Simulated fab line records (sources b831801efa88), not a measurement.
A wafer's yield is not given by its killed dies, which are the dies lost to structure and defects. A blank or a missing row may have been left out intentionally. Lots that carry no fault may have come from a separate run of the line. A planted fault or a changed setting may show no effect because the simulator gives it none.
fab line records	flow sky130
record lots=5	wafers=23
route steps=708 shown METAL3@533 CAPM@539 VIA3@587 METAL4@600 CAP2M@614 VIA4@641
startH: the number of hours between the record's first day and the start of the first shown wafer of the lot	waitH: how many hours have passed since the lot's step before this one	" identical to the entry in the row above	L1.1+2: one row covering several wafers at once	- value missing, or start not given	* or withheld: withheld	< > ~ a bound
route shown NAME@n: names a module that has steps shown in the file, with the first one's number in the route	usual: average and standard deviation across the fault-free wafers	same: alike in all rows	chamber/n: place in a boat	sites: readings site by site	_std_site: the values' standard deviation	_edge_site: the outer-site mean with the inner-site mean subtracted	radiusMm: how far each site lies from the wafer's centre	mask NAME#n: copy n	behind: the tool/chamber that last shaped the wafer	hold: what put the lot on hold/how long, in hours/how the hold closed	device: names the non-switching transistor (n, p or np)	end of line: the route-end tests of the same wafers	step lacking rows: just its recipe	killed: count of dies lost to structure and defects at first sort (not the wafer's yield)	map: shows each die of a wafer: x if killed, . if not, _ if none is there
set.NAME: the setting that was run; set.NAME@STEP: the one run at that earlier step	model.NAME: the simulator's own value behind a step, which no gauge read
lots where settings were altered on purpose, with a table for each step and a row for each wafer
## steps
# step SKY_METAL3_SPUTTER_01
# recipe material=TiN	targetThkNm=20	powerW=6500	timeS=16.7	chamberPressurePa=0.4
lot.wafer	tool	chamber	startH	waitH	set.powerW	model.TiN_of_METAL3_SPUTTER_01.thkNm
L074.1	pvdSputter-04	-	919.65	0.0	6500	20.11
L074.2	"	-	"	"	5759	17.64
L074.3	"	-	"	"	5759	17.72
L074.4	"	-	"	"	6500	19.79
L074.6	"	-	"	"	6500	19.77
L077.1	pvdSputter-04	-	923.28	0.0	6500	20.15
L077.2	"	-	"	"	6500	20.07
L077.4	"	-	"	"	6500	20.3
L077.5	"	-	"	"	6500	20.29
L077.6	"	-	"	"	6500	20.01
L081.1	pvdSputter-01	-	924.68	0.0	6765	21.23
L081.2	"	-	"	"	6765	21.21
L081.3	"	-	"	"	6500	20.48
L081.4	"	-	"	"	6765	21.25
L081.5	"	-	"	"	6500	20.41
L084.2	pvdSputter-03	-	994.49	0.0	6500	20.18
L084.3	"	-	"	"	5885	18.25
L084.4	"	-	"	"	5885	18.17
L084.5	"	-	"	"	6500	20.28
L084.6	"	-	"	"	6500	20.24
L085.1	pvdSputter-01	-	995.95	0.0	6500	20.11
L085.3	"	-	"	"	6500	19.98
L085.6	"	-	"	"	6500	19.95
# step SKY_CAPM_SPUTTER_02
# recipe material=TiN	targetThkNm=200	tempC=300	powerW=6500	timeS=166.7	chamberPressurePa=0.4
lot.wafer	tool	chamber	startH	waitH	set.powerW	model.TiN_of_CAPM_SPUTTER_02.thkNm
L074.1	pvdSputter-01	-	919.86	0.1	6500	200
L074.2	"	-	"	"	6500	201.6
L074.3	"	-	"	"	6500	198.9
L074.4	"	-	"	"	6500	201.1
L074.6	"	-	"	"	6500	201.9
L077.1	pvdSputter-02	-	923.50	0.1	6500	203.6
L077.2	"	-	"	"	7247	222.1
L077.4	"	-	"	"	7247	221.5
L077.5	"	-	"	"	7247	221.7
L077.6	"	-	"	"	6500	202.4
L081.1	pvdSputter-02	-	924.90	0.1	6500	197.9
L081.2	"	-	"	"	6500	195.3
L081.3	"	-	"	"	6500	197.5
L081.4	"	-	"	"	6500	199.2
L081.5	"	-	"	"	6500	200.7
L084.2	pvdSputter-01	-	994.70	0.0	6500	201.1
L084.3	"	-	"	"	5741	176.8
L084.4	"	-	"	"	6500	197.8
L084.5	"	-	"	"	5741	176
L084.6	"	-	"	"	6500	196.3
L085.1	pvdSputter-02	-	996.17	0.1	6500	203.5
L085.3	"	-	"	"	6500	199.8
L085.6	"	-	"	"	6500	200.7
# step SKY_CAPM_RS_MEAS_03
# recipe thkMeasGauge=four-point-probe	reads=TiN_of_CAPM_SPUTTER_02
# usual CAPM_TIN_RS=6.92/0.065
lot.wafer	tool	chamber	startH	waitH	set.powerW@CAPM_SPUTTER_02	CAPM_TIN_RS[ohm/sq]
L074.1	filmMetro-02	-	919.98	0.1	6500	6.91
L074.2	"	-	"	"	6500	6.86
L074.3	"	-	"	"	6500	6.96
L074.4	"	-	"	"	6500	6.88
L074.6	"	-	"	"	6500	6.84
L077.1	filmMetro-02	-	923.60	0.1	6500	6.79
L077.2	"	-	"	"	7247	6.22
L077.4	"	-	"	"	7247	6.23
L077.5	"	-	"	"	7247	6.24
L077.6	"	-	"	"	6500	6.83
L081.1	filmMetro-04	-	925.01	0.1	6500	7.00
L081.2	"	-	"	"	6500	7.08
L081.3	"	-	"	"	6500	7.00
L081.4	"	-	"	"	6500	6.94
L081.5	"	-	"	"	6500	6.88
L084.2	filmMetro-04	-	994.83	0.1	6500	6.87
L084.3	"	-	"	"	5741	7.83
L084.4	"	-	"	"	6500	7.00
L084.5	"	-	"	"	5741	7.87
L084.6	"	-	"	"	6500	7.05
L085.1	filmMetro-03	-	996.28	0.1	6500	6.80
L085.3	"	-	"	"	6500	6.92
L085.6	"	-	"	"	6500	6.90
# step SKY_CAPM_THK_MEAS_04
# recipe thkMeasGauge=xrf	reads=TiN_of_CAPM_SPUTTER_02
# usual CAPM_TIN_THK=199.8/2
lot.wafer	tool	chamber	startH	waitH	set.powerW@CAPM_SPUTTER_02	CAPM_TIN_THK[nm]
L074.1	filmMetro-02	-	920.10	0.1	6500	200.7
L074.2	"	-	"	"	6500	202.3
L074.3	"	-	"	"	6500	198.6
L074.4	"	-	"	"	6500	201.6
L074.6	"	-	"	"	6500	202.1
L077.1	filmMetro-02	-	923.72	0.1	6500	203.9
L077.2	"	-	"	"	7247	221.8
L077.4	"	-	"	"	7247	222.0
L077.5	"	-	"	"	7247	222.2
L077.6	"	-	"	"	6500	203.0
L081.1	filmMetro-04	-	925.13	0.1	6500	199.3
L081.2	"	-	"	"	6500	197.0
L081.3	"	-	"	"	6500	198.8
L081.4	"	-	"	"	6500	200.1
L081.5	"	-	"	"	6500	201.7
L084.2	filmMetro-04	-	994.94	0.1	6500	202.5
L084.3	"	-	"	"	5741	177.2
L084.4	"	-	"	"	6500	198.8
L084.5	"	-	"	"	5741	177.0
L084.6	"	-	"	"	6500	197.7
L085.1	filmMetro-03	-	996.40	0.1	6500	202.9
L085.3	"	-	"	"	6500	199.3
L085.6	"	-	"	"	6500	200.4
# step SKY_CAPM_METAL_ETCH_13
# recipe targetDepthNm=220	stopOn=SiO2	chemistry=Cl2/BCl3	target=TiN	pressureMtorr=10	icpW=900	biasW=48.5	Cl2_flow_sccm=60	bcl3FlowSccm=30	timeS=62.9
lot.wafer	tool	chamber	startH	waitH	set.timeS	model.NOVOLAK_of_CAPM_COAT_07.thkNm
L074.1	rieMetal-01	0	944.36	0.0	62.9	999.3
L074.2+3	"	1	"	"	54.89	1015
L074.4	"	0	"	"	54.89	1014
L074.6	"	0	"	"	62.9	999.5
L077.1	rieMetal-02	0	947.46	0.0	67.57	977.5
L077.2+5	"	1	"	"	62.9	-
L077.4	"	0	"	"	67.57	-
L077.6	"	0	"	"	67.57	975.7
L081.1	rieMetal-02	1	949.46	0.0	71.16	972.4
L081.2	"	0	"	"	62.9	987
L081.3	"	1	"	"	62.9	986.9
L081.4	"	0	"	"	71.16	970.2
L081.5	"	1	"	"	71.16	971.9
L084.2	rieMetal-02	0	1015.84	0.0	62.9	981.6
L084.3+5	"	0	"	"	67.28	-
L084.4	"	1	"	"	62.9	986.5
L084.6	"	1	"	"	67.28	972.5
L085.1	rieMetal-03	1	1017.46	0.0	62.9	996.6
L085.3	"	1	"	"	62.9	995
L085.6	"	0	"	"	62.9	998.1
# step SKY_CAPM_STRIP_14
# recipe chemistry=O2/N2	powerW=1400	pressureMtorr=1500	platenTempC=withheld	o2FlowSccm=3000	n2FlowSccm=300	overashFraction=0.5
# usual stripTimeToEndpointS=12.65/0.05
lot.wafer	tool	chamber	startH	waitH	set.timeS@CAPM_METAL_ETCH_13	stripTimeToEndpointS
L074.1	plasmaAsher-04	1	944.44	0.1	62.9	12.71
L074.2	"	0	"	"	54.89	12.83
L074.3	"	1	"	"	54.89	12.85
L074.4	"	0	"	"	54.89	12.81
L074.6	"	0	"	"	62.9	12.74
L077.1	plasmaAsher-01	0	947.54	0.1	67.57	12.47
L077.2	"	1	"	"	62.9	12.61
L077.4	"	0	"	"	67.57	12.48
L077.5	"	1	"	"	62.9	12.61
L077.6	"	0	"	"	67.57	12.46
L081.1	plasmaAsher-03	0	949.54	0.1	71.16	12.41
L081.2	"	1	"	"	62.9	12.57
L081.3	"	1	"	"	62.9	12.59
L081.4	"	0	"	"	71.16	12.39
L081.5	"	0	"	"	71.16	12.39
L084.2	plasmaAsher-03	1	1015.92	0.1	62.9	12.50
L084.3	"	0	"	"	67.28	12.42
L084.4	"	1	"	"	62.9	12.57
L084.5	"	1	"	"	67.28	12.43
L084.6	"	0	"	"	67.28	12.41
L085.1	plasmaAsher-03	1	1017.54	0.1	62.9	12.69
L085.3	"	1	"	"	62.9	12.66
L085.6	"	1	"	"	62.9	12.70
# step SKY_VIA3_ETCH_14
# recipe chemistry=N2/H2	target=BARC	ionEnergyEv=200	sourceW=500	biasW=100	pressureMtorr=30	n2FlowSccm=100	h2FlowSccm=200	stopOn=SiO2	timeS=45.9	targetDepthA=600
lot.wafer	tool	chamber	startH	waitH	set.timeS	model.KrF-thick_of_VIA3_COAT_07.thkNm
L074.1	rieDiel-03	1	999.00	0.0	45.9	393.6
L074.2	"	2	"	"	49.84	388.8
L074.3	"	0	"	"	45.9	393
L074.4	"	1	"	"	49.84	389.4
L074.6	"	2	"	"	49.84	387.7
L077.1	rieDiel-02	2	1001.45	0.0	45.9	394.1
L077.2	"	0	"	"	45.9	393
L077.4	"	3	"	"	42.49	396.2
L077.5	"	0	"	"	42.49	395.3
L077.6	"	3	"	"	42.49	395.8
L081.1	rieDiel-02	0	1003.03	0.0	45.9	391.8
L081.2	"	2	"	"	45.9	392
L081.3	"	1	"	"	45.9	391.6
L081.4	"	3	"	"	45.9	391
L081.5	"	0	"	"	45.9	392.3
L084.2+6	rieDiel-02	0,1	1061.50	0.0	45.9	392.3
L084.3	"	3	"	"	45.9	391.3
L084.4	"	2	"	"	45.9	392.1
L084.5	"	0	"	"	45.9	391.8
L085.1+3	rieDiel-03	1,2	1064.18	0.0	45.9	391
L085.6	"	1	"	"	45.9	390.9
# step SKY_METAL4_SPUTTER_02
# recipe material=AlCu	targetThkNm=735	powerW=10600	timeS=39.1	chamberPressurePa=0.4
lot.wafer	tool	chamber	startH	waitH	set.powerW	model.AlCu_of_METAL4_SPUTTER_02.thkNm
L074.1	pvdSputter-04	-	1000.41	0.0	11390	796.1
L074.2	"	-	"	"	11390	789.7
L074.3	"	-	"	"	10600	742.9
L074.4	"	-	"	"	10600	739.6
L074.6	"	-	"	"	10600	740.2
L077.1	pvdSputter-04	-	1002.88	0.0	10600	736.3
L077.2	"	-	"	"	10600	738.5
L077.4	"	-	"	"	10600	734.2
L077.5	"	-	"	"	10600	734.7
L077.6	"	-	"	"	10600	739.9
L081.1	pvdSputter-04	-	1004.44	0.0	11160	755.3
L081.2	"	-	"	"	10600	718.7
L081.3	"	-	"	"	11160	765.3
L081.4	"	-	"	"	10600	714.9
L081.5	"	-	"	"	11160	755.2
L084.2	pvdSputter-01	-	1062.93	0.0	10600	743.9
L084.3	"	-	"	"	10600	730.6
L084.4	"	-	"	"	10600	734.4
L084.5	"	-	"	"	10600	728.5
L084.6	"	-	"	"	10600	738.9
L085.1	pvdSputter-04	-	1065.62	0.0	10600	741.3
L085.3	"	-	"	"	10600	738.1
L085.6	"	-	"	"	10600	737.8
# step SKY_CAP2M_DEVELOP_11
# recipe resist=NOVOLAK	developer=TMAH	developTimeS=60	devTempC=23
lot.wafer	tool	chamber	startH	waitH	set.devTempC
L074.1+2+3+4+6	lithoTrack-04	0	1021.01	0.1	23
L077.1+4+6	lithoTrack-01	0	1024.22	0.1	20.77
L077.2+5	"	0	"	"	23
L081.1+2+5	lithoTrack-03	0	1025.34	0.1	25.3
L081.3+4	"	0	"	"	23
L084.2+4+5	lithoTrack-04	0	1084.23	0.1	23
L084.3+6	"	0	"	"	25.74
L085.1+3+6	lithoTrack-01	0	1085.93	0.1	23
# step SKY_CAP2M_METAL_ETCH_13
# recipe targetDepthNm=220	stopOn=SiO2	chemistry=Cl2/BCl3	target=TiN	pressureMtorr=10	icpW=900	biasW=48.5	Cl2_flow_sccm=60	bcl3FlowSccm=30	timeS=62.9
lot.wafer	tool	chamber	startH	waitH	set.biasW	set.devTempC@CAP2M_DEVELOP_11	model.CAP2M.cdNm
L074.1	rieMetal-03	1	1021.19	0.0	48.5	23	997
L074.2	"	0	"	"	43.09	23	991
L074.3	"	1	"	"	43.09	23	996.5
L074.4	"	0	"	"	48.5	23	992.4
L074.6	"	1	"	"	48.5	23	995
L077.1	rieMetal-03	0	1024.41	0.0	48.5	20.77	992.6
L077.2	"	1	"	"	48.5	23	1002
L077.4	"	1	"	"	48.5	20.77	993.7
L077.5	"	1	"	"	48.5	23	1001
L077.6	"	0	"	"	48.5	20.77	991.7
L081.1	rieMetal-03	0	1025.53	0.0	48.5	25.3	1008
L081.2	"	1	"	"	48.5	25.3	1007
L081.3	"	0	"	"	52.76	23	999.1
L081.4	"	1	"	"	52.76	23	1002
L081.5	"	0	"	"	52.76	25.3	1006
L084.2	rieMetal-03	1	1084.39	0.0	45.37	23	1000
L084.3	"	1	"	"	45.37	25.74	1012
L084.4	"	0	"	"	48.5	23	1000
L084.5	"	0	"	"	48.5	23	998.8
L084.6	"	1	"	"	45.37	25.74	1011
L085.1+3	rieMetal-04	0	1086.11	0.0	48.5	23	1002
L085.6	"	0	"	"	48.5	23	1000
# step SKY_METAL4_COAT_08
# recipe resist=KrF-thick	spinRpm=3000	resistThkNm=1140
lot.wafer	tool	chamber	startH	waitH	set.spinRpm	model.KrF-thick_of_METAL4_COAT_08.thkNm
L074.1	lithoTrack-04	0	-	-	3000	-
L074.2	"	0	"	"	2923	-
L074.3	"	0	"	"	2923	1152
L074.4	"	0	"	"	2923	1149
L074.6	"	0	"	"	3000	1135
L077.1+6	lithoTrack-04	0	-	-	3000	1139
L077.2	"	0	"	"	3146	1113
L077.4	"	0	"	"	3146	1111
L077.5	"	0	"	"	3146	1110
L081.1+5	lithoTrack-04	0	-	-	3000	-
L081.2	"	0	"	"	2893	1156
L081.3	"	0	"	"	2893	-
L081.4	"	0	"	"	3000	1138
L084.2	lithoTrack-04	0	-	-	3000	1141
L084.3+5	"	0	"	"	3000	1139
L084.4	"	0	"	"	2833	1173
L084.6	"	0	"	"	2833	1170
L085.1	lithoTrack-02	0	-	-	3000	1135
L085.3	"	0	"	"	3000	1138
L085.6	"	0	"	"	3000	1134
# step SKY_METAL4_ETCH_17
# recipe target=SiO2	stopOn=TiN	chemistry=C4F8/O2/Ar	sourceW=1500	biasW=1200	pressureMtorr=40	c4f8FlowSccm=withheld	O2_flow_sccm=6	Ar_flow_sccm=300	timeS=3.9	targetDepthA=150
lot.wafer	tool	chamber	startH	waitH	set.sourceW
L074.1+3	rieDiel-02	1,2	1044.66	0.1	1324
L074.2+4+6	"	0,0,1	"	"	1500
L077.1+2+5	rieDiel-02	1,0,0	1048.51	0.1	1358
L077.4+6	"	2,1	"	"	1500
L081.1+3	rieDiel-02	1	1049.81	0.1	1601
L081.2+4+5	"	0,0,1	"	"	1500
L084.2+5	rieDiel-03	1,3	1106.99	0.1	1646
L084.3+4+6	"	2,2,1	"	"	1500
L085.1+3+6	rieDiel-01	3,2,3	1108.16	0.1	1500
# step SKY_METAL4_METAL_ETCH_18
# recipe targetDepthA=8450	stopOn=SiO2	overEtchFrac=0.3	timeS=183.1	chemistry=Cl2/BCl3	resistSidewallDeg=88	pressureMtorr=10	icpW=900	biasW=48.5	Cl2_flow_sccm=60	bcl3FlowSccm=30
# usual oesProductAu=0.865/0.0066
lot.wafer	tool	chamber	startH	waitH	set.powerW@METAL4_SPUTTER_02	set.spinRpm@METAL4_COAT_08	oesProductAu	model.KrF-thick_of_METAL4_COAT_08.thkNm
L074.1	rieMetal-01	0	1044.68	0.0	11390	3000	0.904	-
L074.2	"	1	"	"	11390	2923	0.898	-
L074.3	"	0	"	"	10600	2923	0.867	538.7
L074.4	"	1	"	"	10600	2923	0.864	529.7
L074.6	"	1	"	"	10600	3000	0.870	520.5
L077.1	rieMetal-01	1	1048.53	0.0	10600	3000	0.869	531.7
L077.2	"	0	"	"	10600	3146	0.867	502.1
L077.4	"	0	"	"	10600	3146	0.863	500.3
L077.5	"	0	"	"	10600	3146	0.864	502.1
L077.6	"	1	"	"	10600	3000	0.871	535.2
L081.1	rieMetal-01	1	1049.84	0.0	11160	3000	0.869	-
L081.2	"	0	"	"	10600	2893	0.869	544.3
L081.3	"	0	"	"	11160	2893	0.878	-
L081.4	"	1	"	"	10600	3000	0.852	528.6
L081.5	"	1	"	"	11160	3000	0.874	-
L084.2	rieMetal-04	0	1107.01	0.0	10600	3000	0.864	542.7
L084.3	"	1	"	"	10600	3000	0.864	529.6
L084.4	"	0	"	"	10600	2833	0.864	579.5
L084.5	"	0	"	"	10600	3000	0.865	538.3
L084.6	"	1	"	"	10600	2833	0.870	559.4
L085.1	rieMetal-03	1	1108.18	0.0	10600	3000	0.867	528.3
L085.3	"	0	"	"	10600	3000	0.873	534.8
L085.6	"	1	"	"	10600	3000	0.865	526.4
# step SKY_METAL4_STRIP_19
# recipe chemistry=O2/N2	powerW=1400	pressureMtorr=1500	platenTempC=withheld	o2FlowSccm=3000	n2FlowSccm=300	overashFraction=0.5
# usual stripTimeToEndpointS=6.59/0.087
lot.wafer	tool	chamber	startH	waitH	set.spinRpm@METAL4_COAT_08	stripTimeToEndpointS
L074.1	plasmaAsher-04	1	1044.86	0.1	3000	6.53
L074.2	"	0	"	"	2923	6.60
L074.3	"	1	"	"	2923	6.63
L074.4	"	0	"	"	2923	6.56
L074.6	"	0	"	"	3000	6.46
L077.1	plasmaAsher-04	0	1048.71	0.1	3000	6.58
L077.2	"	1	"	"	3146	6.26
L077.4	"	1	"	"	3146	6.28
L077.5	"	1	"	"	3146	6.28
L077.6	"	0	"	"	3000	6.60
L081.1	plasmaAsher-04	0	1050.02	0.1	3000	6.49
L081.2	"	1	"	"	2893	6.71
L081.3	"	1	"	"	2893	6.71
L081.4	"	0	"	"	3000	6.55
L081.5	"	1	"	"	3000	6.49
L084.2	plasmaAsher-03	0	1107.19	0.1	3000	6.68
L084.3	"	0	"	"	3000	6.55
L084.4	"	1	"	"	2833	7.06
L084.5	"	1	"	"	3000	6.65
L084.6	"	0	"	"	2833	6.87
L085.1	plasmaAsher-01	0	1108.36	0.1	3000	6.57
L085.3	"	1	"	"	3000	6.61
L085.6	"	0	"	"	3000	6.53
# step SKY_VIA4_CMP_02
# recipe material=SiO2	downForcePsi=4	platenRpm=60	padVelocityMS=0.94248
lot.wafer	tool	chamber	startH	waitH	set.leaveAboveRefNm	model.SiO2_of_VIA4_HDPCVD_00.thkNm
L074.4	cmp-02	1	1045.73	0.0	546.2	546.3
L074.3	"	2	"	"	580	580.4
L074.2+6	"	3,2	"	"	580	-
L074.1	"	0	"	"	546.2	-
L077.4	cmp-02	0	1049.54	0.0	559.7	560.2
L077.1	"	1	"	"	559.7	558.3
L077.2	"	2	"	"	580	579.9
L077.5	"	0	"	"	559.7	559.6
L077.6	"	1	"	"	580	579.6
L081.2	cmp-02	1	1050.89	0.0	580	580.4
L081.1	"	2	"	"	580	579.7
L081.4	"	3	"	"	580	581.5
L081.3	"	0	"	"	580	579.3
L081.5	"	2	"	"	580	-
L084.2+4+6	cmp-01	0,2,1	1108.09	0.0	580	-
L084.3	"	3	"	"	580	581.6
L084.5	"	0	"	"	580	580.2
L085.3	cmp-01	1	1109.27	0.0	580	580.1
L085.1	"	3	"	"	580	581
L085.6	"	2	"	"	580	580.7
# step SKY_VIA4_ETCH_12
# recipe target=SiO2	chemistry=C4F8/O2/Ar	stopOn=TiN	maskMaterial=NOVOLAK	sourceW=1500	biasW=1200	pressureMtorr=40	c4f8FlowSccm=withheld	O2_flow_sccm=6	Ar_flow_sccm=300	timeS=withheld	targetDepthA=5800
# usual oesProductAu=0.926/0.0045
lot.wafer	tool	chamber	startH	waitH	set.sourceW	set.leaveAboveRefNm@VIA4_CMP_02	oesProductAu	model.VIA4.featureDepthNm
L074.1	rieDiel-02	2	1067.73	0.0	1500	546.2	0.895	546.2
L074.2	"	0	"	"	1658	580	0.927	582.6
L074.3	"	1	"	"	1500	580	0.927	580.4
L074.4	"	3	"	"	1658	546.2	0.891	547.2
L074.6	"	2	"	"	1500	580	0.930	580.5
L077.1	rieDiel-02	1	1071.53	0.0	1500	559.7	0.904	558.3
L077.2	"	2	"	"	1500	580	0.923	579.9
L077.4	"	0	"	"	1629	559.7	0.904	561
L077.5	"	1	"	"	1629	559.7	0.908	560.4
L077.6	"	2	"	"	1629	580	0.926	580.3
L081.1	rieDiel-04	0	1072.34	0.0	1500	580	0.927	579.7
L081.2	"	3	"	"	1500	580	0.924	580.4
L081.3	"	1	"	"	1500	580	0.926	579.3
L081.4	"	2	"	"	1500	580	0.923	581.5
L081.5	"	2	"	"	1500	580	0.926	580.7
L084.2	rieDiel-02	0	1129.26	0.0	1444	580	0.928	581.2
L084.3	"	1	"	"	1444	580	0.925	581.6
L084.4	"	3	"	"	1500	580	0.924	581.9
L084.5	"	0	"	"	1500	580	0.925	580.2
L084.6	"	1	"	"	1500	580	0.921	581.8
L085.1	rieDiel-01	0	1129.78	0.0	1500	580	0.925	581
L085.3	"	1	"	"	1500	580	0.924	580.1
L085.6	"	0	"	"	1500	580	0.927	580.7
## key
split step=SKY_METAL3_SPUTTER_01	setting=powerW	stated=6500	by=wafer
response step=SKY_METAL3_SPUTTER_01	reading=model.TiN_of_METAL3_SPUTTER_01.thkNm	change=+0.201	per=1%	r=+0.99
split step=SKY_CAPM_SPUTTER_02	setting=powerW	stated=6500	by=wafer
response step=SKY_CAPM_SPUTTER_02	reading=model.TiN_of_CAPM_SPUTTER_02.thkNm	change=+1.76	per=1%	r=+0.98
response step=SKY_CAPM_RS_MEAS_03	reading=CAPM_TIN_RS	change=-0.0633	per=1%	r=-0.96
response step=SKY_CAPM_THK_MEAS_04	reading=CAPM_TIN_THK	change=+1.78	per=1%	r=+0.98
split step=SKY_CAPM_METAL_ETCH_13	setting=timeS	stated=62.9	by=wafer
response step=SKY_CAPM_METAL_ETCH_13	reading=model.NOVOLAK_of_CAPM_COAT_07.thkNm	change=-1.21	per=1%	r=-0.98
response step=SKY_CAPM_STRIP_14	reading=stripTimeToEndpointS	change=*	per=1%	r=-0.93
split step=SKY_VIA3_ETCH_14	setting=timeS	stated=45.9	by=wafer
response step=SKY_VIA3_ETCH_14	reading=model.KrF-thick_of_VIA3_COAT_07.thkNm	change=-0.441	per=1%	r=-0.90
split step=SKY_METAL4_SPUTTER_02	setting=powerW	stated=10600	by=wafer
response step=SKY_METAL4_SPUTTER_02	reading=model.AlCu_of_METAL4_SPUTTER_02.thkNm	change=+7.29	per=1%	r=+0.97
response step=SKY_METAL4_METAL_ETCH_18	reading=oesProductAu	change=+0.00384	per=1%	r=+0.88
split step=SKY_CAP2M_DEVELOP_11	setting=devTempC	stated=23	by=wafer
response step=SKY_CAP2M_METAL_ETCH_13	reading=model.CAP2M.cdNm	change=+0.869	per=1%	r=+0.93
split step=SKY_CAP2M_METAL_ETCH_13	setting=biasW	stated=48.5	by=wafer
response none clear
split step=SKY_METAL4_COAT_08	setting=spinRpm	stated=3000	by=wafer
response step=SKY_METAL4_COAT_08	reading=model.KrF-thick_of_METAL4_COAT_08.thkNm	change=-5.67	per=1%	r=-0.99
response step=SKY_METAL4_METAL_ETCH_18	reading=model.KrF-thick_of_METAL4_COAT_08.thkNm	change=-5.97	per=1%	r=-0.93
response step=SKY_METAL4_STRIP_19	reading=stripTimeToEndpointS	change=*	per=1%	r=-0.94
split step=SKY_METAL4_ETCH_17	setting=sourceW	stated=1500	by=wafer
response none clear
split step=SKY_VIA4_CMP_02	setting=leaveAboveRefNm	stated=580	by=wafer
response step=SKY_VIA4_CMP_02	reading=model.SiO2_of_VIA4_HDPCVD_00.thkNm	change=+5.83	per=1%	r=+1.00
response step=SKY_VIA4_ETCH_12	reading=oesProductAu	change=+0.00586	per=1%	r=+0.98
response step=SKY_VIA4_ETCH_12	reading=model.VIA4.featureDepthNm	change=+5.88	per=1%	r=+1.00
split step=SKY_VIA4_ETCH_12	setting=sourceW	stated=1500	by=wafer
response none clear
